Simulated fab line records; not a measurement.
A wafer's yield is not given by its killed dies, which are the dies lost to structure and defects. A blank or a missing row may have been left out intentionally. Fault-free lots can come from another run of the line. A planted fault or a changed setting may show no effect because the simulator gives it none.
Chamber matching | flow sky130 | SKY_LI_CONTACT_CMP_02 on cmp-02: 4 sister chambers
The step polishes PSG. 8 wafers are shown with their chamber, then 7 later ones without.

== WAFERS, EACH WITH ITS CHAMBER ==
wafer  | chamber | motor-current-A (A) | time-to-endpoint-s (s)
L853.3 | 0       | 12.5                | 29.7
L854.1 | 0       | 12.2                | 31.7
L862.2 | 1       | 9.1                 | 27.8
L862.3 | 2       | 12.3                | 31.1
L862.6 | 2       | 11.4                | 29.4
L866.2 | 3       | 12.3                | 24.4
L866.3 | 1       | 10.1                | 32.8
L865.1 | 3       | 12.3                | 33.8

== WAFERS WITH NO CHAMBER GIVEN ==
wafer  | motor-current-A (A) | time-to-endpoint-s (s)
L865.2 | 12.4                | 29.6
L865.3 | 10.0                | 28.2
L869.1 | 12.6                | 30.5
L869.2 | 12.2                | 25.1
L876.2 | 11.7                | 30.6
L876.3 | 13.1                | 31.0
L876.5 | 12.1                | 33.7

== WHICH CHAMBER EACH ONE RAN IN ==
wafer  | from the rows above          | in truth
L865.2 | can't be placed: 3 or 0 or 2 | 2
L865.3 | 1                            | 1
L869.1 | can't be placed: 0 or 3 or 2 | 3
L869.2 | can't be placed: 3 or 0 or 2 | 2
L876.2 | can't be placed: 2 or 3 or 0 | 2
L876.3 | can't be placed: 0 or 3 or 2 | 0
L876.5 | can't be placed: 0 or 2 or 3 | 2
Placed correctly: 1 of 7. From these rows, 6 cannot be placed; in 6 the true chamber is one of the candidates. Wrongly placed: 0.
How it was worked out, from the rows above alone: a wafer's distance from a chamber is the root of the sum, over the readings, of the square of ((its reading less the chamber's mean) divided by the reading's scatter). The wafer belongs to the nearest chamber; if the next one is less than 2 further off, it can't be placed. For every chamber, the mean is computed from those of its wafers that are shown. The scatter is the square root of a quotient: the sum, over the shown wafers, of each reading's squared deviation from its chamber's mean, divided by wafers minus chambers.
